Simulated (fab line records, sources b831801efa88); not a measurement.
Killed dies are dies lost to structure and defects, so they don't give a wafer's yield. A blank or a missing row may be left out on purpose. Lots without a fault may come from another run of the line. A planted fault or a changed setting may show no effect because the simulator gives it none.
One fault seen from 2 desks | flow sky130 | each desk has only its own numbers; what lay behind them comes last

THE METROLOGY DESK
What the gauges read, lot by lot, whatever tool the lot ran on: means of the sampled wafers that have a number. A lot is out of limits, marked OUT, if its mean lies more than 4 standard deviations from the usual mean; the brackets give that distance.
Columns: A = VT_ADJUST_PCH_TW at SKY_VT_ADJUST_PCH_TW_MEAS_10, usual 142.6; B = SONOS_ONO_CVD_02_THK at SKY_SONOS_ONO_THK_MEAS_03, usual 10.51 nm; C = SONOS_ONO_OVL at SKY_SONOS_ONO_OVL_MEAS_14, usual -0.6 nm
lot  | first seen here | A     | B     | C
L461 | day 10 07:38    | 139.8 | 10.27 | -0.3
L462 | day 10 11:37    | 144.0 | 10.20 | -0.2
L464 | day 11 08:59    | 143.7 | 10.43 | -1.3
L465 | day 11 15:06    | 141.9 | 10.71 | 0.7
L466 | day 11 21:35    | 143.4 | 10.56 | 0.1
L467 | day 12 06:25    | 142.7 | 10.52 | 0.3
L468 | day 12 11:13    | 143.6 | 10.30 | -0.1
L470 | day 13 02:31    | 140.8 | 10.61 | -2.0
L476 | day 15 02:53    | 144.6 | 10.41 | -1.4
L477 | day 15 09:12    | 140.6 | 10.49 | 1.0
L478 | day 15 18:26    | 144.6 | 10.44 | -0.7
L480 | day 16 11:11    | 143.3 | 10.33 | 1.5
L481 | day 16 20:58    | 140.5 | 10.41 | -0.0
L482 | day 17 04:57    | 143.6 | 10.58 | -1.4
L484 | day 17 21:32    | 144.1 | 10.65 | -1.8
This desk's finding: nothing out of limits on any of the 15 lots.

THE TOOL OWNER'S DESK: rie_si-02
The tool's own readings at SKY_POLY_GATE_ETCH_17 (etches poly-Si in HBr/Cl2, stops on SiO2, target depth 180 nm, time 70.5 s): means of the sampled wafers that have a number, for each lot that ran on this tool. A lot is out of limits, marked OUT, if its mean lies more than 4 standard deviations from the usual mean; the brackets give that distance.
Columns: A = bias_w at SKY_POLY_GATE_ETCH_17, usual 99.99 W; B = drypump_motor_current_A at SKY_POLY_GATE_ETCH_17, usual 5.7 A; C = mfc_cl2_sccm at SKY_POLY_GATE_ETCH_17, usual 50.00 sccm; D = oes_product_au at SKY_POLY_GATE_ETCH_17, usual 0.983 a.u.; E = throttle_valve_pct at SKY_POLY_GATE_ETCH_17, usual 33.684 %
lot  | first seen here | A      | B   | C     | D               | E
L464 | day 17 11:54    | 99.72  | 5.8 | 49.95 | 0.987           | 33.680
L465 | day 17 18:27    | 100.41 | 5.9 | 49.89 | 0.987           | 33.679
L466 | day 18 00:32    | 99.85  | 6.0 | 50.07 | 0.928 (-11) OUT | 33.689
L468 | day 18 17:56    | 99.76  | 5.6 | 50.12 | 0.928 (-11) OUT | 33.689
L470 | day 19 13:59    | 99.62  | 5.9 | 49.95 | 0.903 (-15) OUT | 33.683
L476 | day 22 00:53    | 100.15 | 5.8 | 50.11 | 0.981           | 33.682
L478 | day 22 14:46    | 99.90  | 5.8 | 50.06 | 0.984           | 33.684
L480 | day 23 13:17    | 99.82  | 5.7 | 49.82 | 0.980           | 33.685
L482 | day 24 06:05    | 100.20 | 6.0 | 50.03 | 0.983           | 33.688
L484 | day 24 22:59    | 99.90  | 5.5 | 49.98 | 0.988           | 33.682
This desk's finding: out of limits on L466, L468, L470; first on L466, day 18 00:32 (oes_product_au at SKY_POLY_GATE_ETCH_17). In limits: L464, L465, L476, L478, L480, L482, L484.

PUT TOGETHER
The tool owner's desk could have raised an alarm at day 18 00:32, on L466, L468, L470.
The metrology desk saw nothing out of limits.
The metrology desk has L466, L468, L470 on record, within its limits.
Of the lots named, all ran SKY_POLY_GATE_ETCH_17 on rie_si-02.

WHAT THE SIMULATOR HAD PUT IN
Process parameter drift: rie_si-02, from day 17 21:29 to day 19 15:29, at SKY_POLY_GATE_ETCH_17. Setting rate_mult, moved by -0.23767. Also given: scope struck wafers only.
Lots struck among those shown: L466, L468, L470.
Hours from the fault's start to each desk's first reading out of limits: the tool owner's desk, 3.
